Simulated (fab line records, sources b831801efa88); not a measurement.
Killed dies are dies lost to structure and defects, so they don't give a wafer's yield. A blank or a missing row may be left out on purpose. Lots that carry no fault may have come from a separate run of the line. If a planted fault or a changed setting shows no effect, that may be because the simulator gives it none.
A single fault, viewed from 2 desks :: flow sky130 :: each desk has only its own numbers; what lay behind them comes last

FROM THE METROLOGY DESK
Lot by lot, what the gauges showed, no matter which tool ran the lot: averages of those sampled wafers that carry a number. The brackets show how far a lot's mean lies from the usual mean; more than 4 standard deviations puts the lot out of limits, marked OUT.
Columns: A = PWDE_OVL at SKY_PWDE_OVL_MEAS_07, usual 0.0 nm; B = NWELL_2_TW at SKY_NWELL_TW_MEAS_26, usual 492; C = NWELL_RS at SKY_NWELL_RS_MEAS_29, usual 624.4 ohm/sq
lot: L770
first seen here: day 3 20:36
A: 1.6
B: 496
C: 625.5

lot: L771
first seen here: day 4 05:26
A: 0.6
B: 497
C: 622.5

lot: L772
first seen here: day 4 19:01
A: -0.4
B: 486
C: 622.7

lot: L775
first seen here: day 5 03:35
A: -1.8
B: 486
C: 623.9

lot: L778
first seen here: day 6 00:00
A: 0.1
B: 491
C: 623.1

lot: L782
first seen here: day 6 17:59
A: 1.0
B: 495
C: 625.0

lot: L785
first seen here: day 7 15:14
A: 0.9
B: 798 (+64) OUT
C: 622.3

lot: L786
first seen here: day 7 21:29
A: -0.2
B: 489
C: 626.3

lot: L787
first seen here: day 8 04:27
A: 1.2
B: 805 (+65) OUT
C: 622.4

lot: L788
first seen here: day 8 09:38
A: -0.6
B: 791 (+62) OUT
C: 628.7

lot: L789
first seen here: day 8 12:43
A: 0.6
B: 488
C: 624.3

lot: L790
first seen here: day 8 20:20
A: -1.0
B: 494
C: 622.6

lot: L792
first seen here: day 9 05:53
A: 0.3
B: 496
C: 624.3
This desk reports L785, L787, L788 out of limits; the earliest was L785 at day 9 09:14 (NWELL_2_TW at SKY_NWELL_TW_MEAS_26). Within limits: L770, L771, L772, L775, L778, L782, L786, L789, L790, L792.

FOR THE TOOL OWNER'S DESK: implanter-02
For each lot that ran on this tool, the mean over its sampled wafers that have a number, from the tool's own readings at SKY_NWELL_IMPLANT_24. The brackets show how far a lot's mean lies from the usual mean; more than 4 standard deviations puts the lot out of limits, marked OUT.
Columns: A = dose ions cm2 at SKY_NWELL_IMPLANT_24, usual 9.2e+12; B = end station pressure torr at SKY_NWELL_IMPLANT_24, usual 5.05e-06 Torr; C = faraday current uA at SKY_NWELL_IMPLANT_24, usual 52.0
lot: L770
first seen here: day 5 07:49
A: 9.2e+12
B: 5.16e-06
C: 51.5

lot: L772
first seen here: day 6 09:27
A: 9.2e+12
B: 4.70e-06
C: 52.1

lot: L775
first seen here: day 6 17:49
A: 9.2e+12
B: 5.08e-06
C: 52.5

lot: L778
first seen here: day 7 14:05
A: 9.2e+12
B: 4.96e-06
C: 52.6

lot: L785
first seen here: day 9 09:01
A: 4.3e+13 (+99 or more) OUT
B: 5.42e-06
C: 241.7 (+99 or more) OUT

lot: L787
first seen here: day 9 23:48
A: 4.3e+13 (+99 or more) OUT
B: 5.31e-06
C: 240.1 (+99 or more) OUT

lot: L788
first seen here: day 10 05:10
A: 4.3e+13 (+99 or more) OUT
B: 5.20e-06
C: 239.6 (+99 or more) OUT
This desk's finding: out of limits on L785, L787, L788; first on L785, day 9 09:01 (dose ions cm2 at SKY_NWELL_IMPLANT_24). Within limits: L770, L772, L775, L778.

ALL TOGETHER
The tool owner's desk had the chance to raise an alarm at day 9 09:01 on L785, L787, L788.
The metrology desk could have raised an alarm at day 9 09:14, on L785, L787, L788.
The lots listed all ran SKY_NWELL_IMPLANT_24 on implanter-02.

WHAT THE SIMULATOR HAD INSERTED
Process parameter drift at SKY_NWELL_IMPLANT_24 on implanter-02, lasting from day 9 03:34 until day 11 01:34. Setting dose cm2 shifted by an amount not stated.
Shown lots that were struck: L785, L787, L788.
Fault start to first reading out of limits, in hours, per desk: tool owner, 5; metrology, 6.
